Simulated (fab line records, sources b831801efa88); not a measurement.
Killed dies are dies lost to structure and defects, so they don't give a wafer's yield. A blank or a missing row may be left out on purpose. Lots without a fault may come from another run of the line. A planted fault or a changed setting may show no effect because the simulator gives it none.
Problem report in the 8D (eight disciplines) form, filled by code | flow sky130 | the parts of the form that need people (team, actions taken, sign-off) are left out

1. THE PROBLEM
SONOS_ONO_CVD_04_THK at SKY_SONOS_ONO_THK_MEAS_05 reads a mean of 8.30 nm on 9 wafers of 3 lots; wafers without a fault read 5.73 nm with a standard deviation of 0.1. That is +26 standard deviations from the usual mean.
First seen on wafer L817.1, day 16 07:30, on film_metro-01. The record holds 42 wafers of 14 lots with a number at this step. Rule for "out", or "out of limits": more than 4 standard deviations from the usual mean. The other wafers with a number count as sound.

2. WHAT IT IS AND WHAT IT IS NOT
question                    | is                           | is not
which readings at this step | SONOS_ONO_CVD_04_THK         | -
which lots                  | L817, L818, L819             | L804, L805, L806, L807, L808, L809, L810, L811, L815, L816, L826
which wafers of those lots  | all that have a number       | -
read on which gauges        | film_metro-01, film_metro-04 | film_metro-03
when                        | from day 16 07:30            | up to then (30 sound wafers); but 3 sound wafers of L826 came after

3. SUSPECTS, AND WHAT RULES EACH OUT
Counting: a tool at a process step up to the reading stays a suspect if it ran every lot that is out and no sound lot after the first of them.
- the gauge at SKY_SONOS_ONO_THK_MEAS_05: ruled out. The wafers that are out were read on 2 gauges (film_metro-01, film_metro-04).
- lpcvd-03 at SKY_SONOS_ONO_CVD_04 (deposits SiO2 from SiH4/N2O, target thk 5.7199 nm): ruled out as a lasting fault. Sound lots L826 ran on it after its first lot that is out, L817 (day 16 06:15).
Left after counting: nothing in the record.

4. THE CAUSE (what the simulator had put in)
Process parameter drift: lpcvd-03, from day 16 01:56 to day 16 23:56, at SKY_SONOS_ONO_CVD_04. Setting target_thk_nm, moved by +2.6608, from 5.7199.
Counting ruled it out, wrongly: the rule takes a fault to strike every lot that its tool runs from its start on, and this one did not.

5. THE CHAIN OF EFFECTS, in route order
Each row: a reading whose mean over the struck wafers that have a number lies more than 3 standard deviations from the usual. Only readings for which the record gives a usual standard deviation are gone through. hours: the time from each lot's start at the first step in this table that gives one to its start at this step, as a median over the lots. sigmas: the change in usual standard deviations.
hours | step                      | reading              | usual   | on struck wafers | change | sigmas
0     | SKY_SONOS_ONO_THK_MEAS_05 | SONOS_ONO_CVD_04_THK | 5.73 nm | 8.30             | +2.57  | +26
Later measuring or inspecting steps at which every struck wafer that the step has a row for has a number for every such reading, and none has moved that far: SKY_LDD_P_TW_MEAS_11.

6. WHAT WOULD HAVE CAUGHT IT SOONER
In this record the first reading out of limits at a measuring or inspecting step was taken at day 16 07:30, 6 hours after the fault began at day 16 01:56.
Of the tool readings at SKY_SONOS_ONO_CVD_04 for which the record gives a usual standard deviation, none was out on any struck wafer, so an alarm limit of 4 standard deviations on them would not have fired.
